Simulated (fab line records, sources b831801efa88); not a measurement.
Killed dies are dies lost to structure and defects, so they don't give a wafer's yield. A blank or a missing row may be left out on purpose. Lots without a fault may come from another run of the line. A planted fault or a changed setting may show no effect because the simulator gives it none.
One fault seen from 2 desks | flow gf180mcu | each desk has only its own numbers; what lay behind them comes last

THE METROLOGY DESK
What the gauges read, lot by lot, whatever tool the lot ran on: means of the sampled wafers that have a number. A lot is out of limits, marked OUT, if its mean lies more than 4 standard deviations from the usual mean; the brackets give that distance.
Columns: A = V1_CVD_00_THK at GF_V1_THK_MEAS_01, usual 598 nm; B = V1_CVD_02_THK at GF_V1_THK_MEAS_03, usual 854 nm; C = V1_BOW at GF_V1_BOW_MEAS_05, usual 82 um; D = cd_nm at GF_V1_CD_MEAS_14, usual 259.6 nm
lot  | first seen here | A   | B   | C  | D
L518 | day 18 08:05    | 597 | 849 | 88 | 262.2
L521 | day 18 22:45    | 592 | 839 | 86 | 259.4
L524 | day 20 07:40    | 593 | 867 | 88 | -
L525 | day 20 10:32    | 604 | 856 | 84 | -
L533 | day 23 08:09    | 604 | 852 | 84 | 257.9
L536 | day 24 04:53    | 601 | 866 | 90 | 258.7
This desk's finding: nothing out of limits on any of the 6 lots.

THE TOOL OWNER'S DESK: litho_track-02
The tool's own readings at GF_V1_DEVELOP_13 (develop time 60 s): means of the sampled wafers that have a number, for each lot that ran on this tool. A lot is out of limits, marked OUT, if its mean lies more than 4 standard deviations from the usual mean; the brackets give that distance.
Columns: A = chill_plate_temp_C at GF_V1_DEVELOP_13, usual 23.00 C; B = developer_temp_C at GF_V1_DEVELOP_13, usual 21.01 C
lot  | first seen here | A     | B
L518 | day 19 08:29    | 23.00 | 20.99
L536 | day 25 03:04    | 23.10 | 21.12
This desk's finding: nothing out of limits on any of the 2 lots.

PUT TOGETHER
The metrology desk saw nothing out of limits.
The tool owner's desk saw nothing out of limits.

WHAT THE SIMULATOR HAD PUT IN
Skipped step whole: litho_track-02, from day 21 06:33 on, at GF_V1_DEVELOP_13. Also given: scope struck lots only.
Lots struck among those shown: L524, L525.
